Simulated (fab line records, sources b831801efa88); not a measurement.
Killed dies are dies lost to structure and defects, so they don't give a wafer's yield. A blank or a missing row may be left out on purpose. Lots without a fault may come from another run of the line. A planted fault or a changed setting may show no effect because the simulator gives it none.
Chamber matching | flow gf180mcu | GF_STI_ETCH_14 on rie_si-02: 4 sister chambers
The step etches Si in HBr/Cl2/O2, target depth 360 nm, time 102.9 s. 4 wafers are shown with their chamber, then 7 later ones without.

WAFERS WITH THEIR CHAMBER
wafer  | chamber | drypump_motor_current_A (A)
L550.5 | 1       | 5.32
L550.6 | 0       | 5.82
L559.6 | 2       | 6.04
L564.5 | 3       | 5.69

WAFERS WITHOUT THEIR CHAMBER
wafer  | drypump_motor_current_A (A)
L564.6 | 5.85
L566.3 | 5.67
L566.4 | 6.03
L566.6 | 5.68
L570.2 | 5.36
L570.4 | 5.69
L570.6 | 5.85

WHICH CHAMBER EACH WENT THROUGH
wafer  | from the rows above | in truth
L564.6 | 0                   | 0
L566.3 | 3                   | 3
L566.4 | 2                   | 2
L566.6 | 3                   | 3
L570.2 | 1                   | 1
L570.4 | 3                   | 3
L570.6 | 0                   | 0
Placed correctly: 7 of 7. Can't be placed from these rows: 0. Placed wrongly: 0.
How it was worked out, from the rows above alone: a wafer's distance from a chamber is the root of the sum, over the readings, of the square of ((its reading less the chamber's mean) divided by the reading's scatter). The wafer belongs to the nearest chamber; if the next one is less than 2 further off, it can't be placed. A chamber's mean is the mean of its shown wafers. The scatter: with one shown wafer a chamber, the root of the mean of the squares of how far each hidden wafer lies from its nearest shown one.
